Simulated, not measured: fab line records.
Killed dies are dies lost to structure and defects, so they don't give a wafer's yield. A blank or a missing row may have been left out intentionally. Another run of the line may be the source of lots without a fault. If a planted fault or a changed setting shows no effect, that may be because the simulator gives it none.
Problem report in the 8D (eight disciplines) form, filled by code	flow gf180mcu	the parts of the form that need people (team, actions taken, sign-off) are left out

== 1. WHAT IS WRONG ==
oes product au at GF_SAB_ETCH_11 reads a mean of 0.879 a.u. on 2 wafers of 2 lots; wafers without a fault read 1.001 a.u. with a standard deviation of 0.01. That puts it -12 standard deviations away from the usual mean.
The step: etches SiO2 in C4F8/O2/Ar, target depth 55 nm, time 8.5 s.
Seen first at day 20 17:25 on rie diel-03, wafer L184.6. Wafers with a number at this step in the record: 18, from 6 lots. Rule for "out", or "out of limits": more than 4 standard deviations from the usual mean. Any other wafer with a number is counted as sound.

== 2. WHAT IT IS AND WHAT IT IS NOT ==
question	is	is not
which readings at this step	oes product au	rf fwd power W
which lots	L184, L186	L176, L177, L188, L191
which wafers of those lots	L184.6, L186.1	L184.3, L184.5, L186.2, L186.4
read on which tools	rie diel-03	rie diel-02, rie diel-04
when	from day 20 17:25	up to then (8 sound wafers); but 8 sound wafers of L186, L188, L191 came after

== 3. SUSPECTS, AND WHAT RULES EACH OUT ==
Counting: any tool at a process step up to the reading remains a suspect provided it ran every lot that is out. Sound lots after the first of them don't rule it out here, since some wafers of a struck lot are sound.
- pecvd-04 at GF_SAB_CVD_00 (deposits SiO2 from TEOS, target thk 50 nm, time 4.9302 s): kept. Every lot that is out went through it, the first being L184 (day 19 17:41); the last sound lot it ran before that was L177 (day 16 23:42).
- rie diel-03 at GF_SAB_ETCH_11 (etches SiO2 in C4F8/O2/Ar, target depth 55 nm, time 8.5 s): kept. Every lot that is out went through it, the first being L184 (day 20 17:25); the last sound lot it ran before that was L176 (day 17 07:40). Its own oes product au readings are out on those wafers.
- Within rie diel-03 at GF_SAB_ETCH_11: the wafers that are out ran in chamber 0; their sound lot-mates ran in chambers 1, 2.
Left after counting: pecvd-04 at GF_SAB_CVD_00, rie diel-03 at GF_SAB_ETCH_11.

== 4. THE CAUSE (what the simulator had put in) ==
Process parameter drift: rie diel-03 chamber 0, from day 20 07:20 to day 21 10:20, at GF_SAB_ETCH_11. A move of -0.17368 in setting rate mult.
Counting left 2 suspects, and this tool is among them.

== 5. THE EFFECT CHAIN, in route order ==
One row per reading whose mean, taken over the struck wafers that have a number, lies over 3 standard deviations from the usual. Only readings whose record carries a usual standard deviation are examined. hours: median over the lots of the time between each lot's start at the first step of this table that gives one and its start at this step. sigmas: the change, counted in usual standard deviations.
hours	step	reading	usual	on struck wafers	change	sigmas
0	GF_SAB_ETCH_11	oes product au	1.001 a.u.	0.879	-0.122	-12
Its process steps:
- GF_SAB_ETCH_11: etches SiO2 in C4F8/O2/Ar, target depth 55 nm, time 8.5 s.

== 6. HOW IT WOULD HAVE BEEN CAUGHT EARLIER ==
In this record the first reading out of limits was taken at day 20 17:25, 10 hours after the fault began at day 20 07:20.
